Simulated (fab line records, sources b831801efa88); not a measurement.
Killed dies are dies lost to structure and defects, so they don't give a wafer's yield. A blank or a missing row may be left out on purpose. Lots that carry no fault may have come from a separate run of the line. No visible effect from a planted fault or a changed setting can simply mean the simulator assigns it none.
A single fault, viewed from 2 desks + flow sky130 + every desk sees just its own numbers, and what lay behind them comes last

== FOR THE TOOL OWNER'S DESK: litho_track-02 ==
The tool's own readings at SKY_SONOS_TUNNEL_DEVELOP_06 (develop time 60 s): means of the sampled wafers that have a number, for each lot that ran on this tool. A lot is out of limits, marked OUT, if its mean lies more than 4 standard deviations from the usual mean; the brackets give that distance.
Columns: A = developer_temp_C at SKY_SONOS_TUNNEL_DEVELOP_06, usual 23.01 C
| lot  | first seen here | A     |
|------|-----------------|-------|
| L609 | day 12 04:14    | 23.00 |
| L610 | day 12 17:35    | 22.95 |
| L611 | day 13 08:51    | 23.20 |
| L620 | day 16 04:54    | 22.95 |
| L623 | day 17 03:09    | 23.02 |
| L625 | day 17 14:35    | 23.05 |
| L629 | day 19 00:24    | 23.03 |
Finding of this desk: none of the 7 lots has anything out of limits.

== METROLOGY DESK ==
What the gauges read, lot by lot, whatever tool the lot ran on: means of the sampled wafers that have a number. A lot is out of limits, marked OUT, if its mean lies more than 4 standard deviations from the usual mean; the brackets give that distance.
Columns: A = VT_ADJUST_PCH_OVL at SKY_VT_ADJUST_PCH_OVL_MEAS_07, usual -0.2 nm; B = cd_nm at SKY_SONOS_TUNNEL_CD_MEAS_07, usual 410.4 nm; C = cd_nm at SKY_LDD_P_CD_MEAS_07, usual 379.6 nm
| lot  | first seen here | A    | B               | C     |
|------|-----------------|------|-----------------|-------|
| L606 | day 10 09:46    | -1.4 | 409.9           | 378.3 |
| L607 | day 10 16:19    | 0.4  | 409.8           | 383.1 |
| L609 | day 11 03:49    | -0.4 | 408.7           | 380.2 |
| L610 | day 11 17:10    | -1.0 | 284.3 (-63) OUT | 383.0 |
| L611 | day 12 07:27    | 1.8  | 344.8 (-33) OUT | 382.4 |
| L620 | day 15 01:22    | 0.1  | 409.8           | 377.2 |
| L622 | day 15 18:25    | -0.6 | 411.3           | 378.3 |
| L623 | day 15 22:10    | -0.0 | 411.6           | 379.4 |
| L625 | day 16 11:10    | -2.7 | 410.8           | 378.1 |
| L627 | day 17 00:43    | 1.6  | 410.2           | 378.7 |
| L628 | day 17 07:57    | -0.1 | 413.4           | 382.2 |
| L629 | day 17 17:52    | -1.6 | 412.5           | 381.5 |
Finding of this desk: L610, L611 out of limits; the first was L610 at day 12 17:43, on cd_nm at SKY_SONOS_TUNNEL_CD_MEAS_07. L606, L607, L609, L620, L622, L623, L625, L627, L628, L629 stayed within limits.

== PUT TOGETHER ==
An alarm was possible from the metrology desk at day 12 17:43, on L610, L611.
The desk of the tool owner found nothing out of limits.
On record at the tool owner's desk: L610, L611, within its limits.
SKY_SONOS_TUNNEL_DEVELOP_06 was run on litho_track-02 by each of the lots named.

== WHAT HAD BEEN PUT IN BY THE SIMULATOR ==
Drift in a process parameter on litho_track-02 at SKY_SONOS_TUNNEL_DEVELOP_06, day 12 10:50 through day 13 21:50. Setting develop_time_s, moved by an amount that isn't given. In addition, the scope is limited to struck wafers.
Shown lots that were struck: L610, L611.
Delay in hours, fault start to first out-of-limits reading, per desk: metrology desk 7.
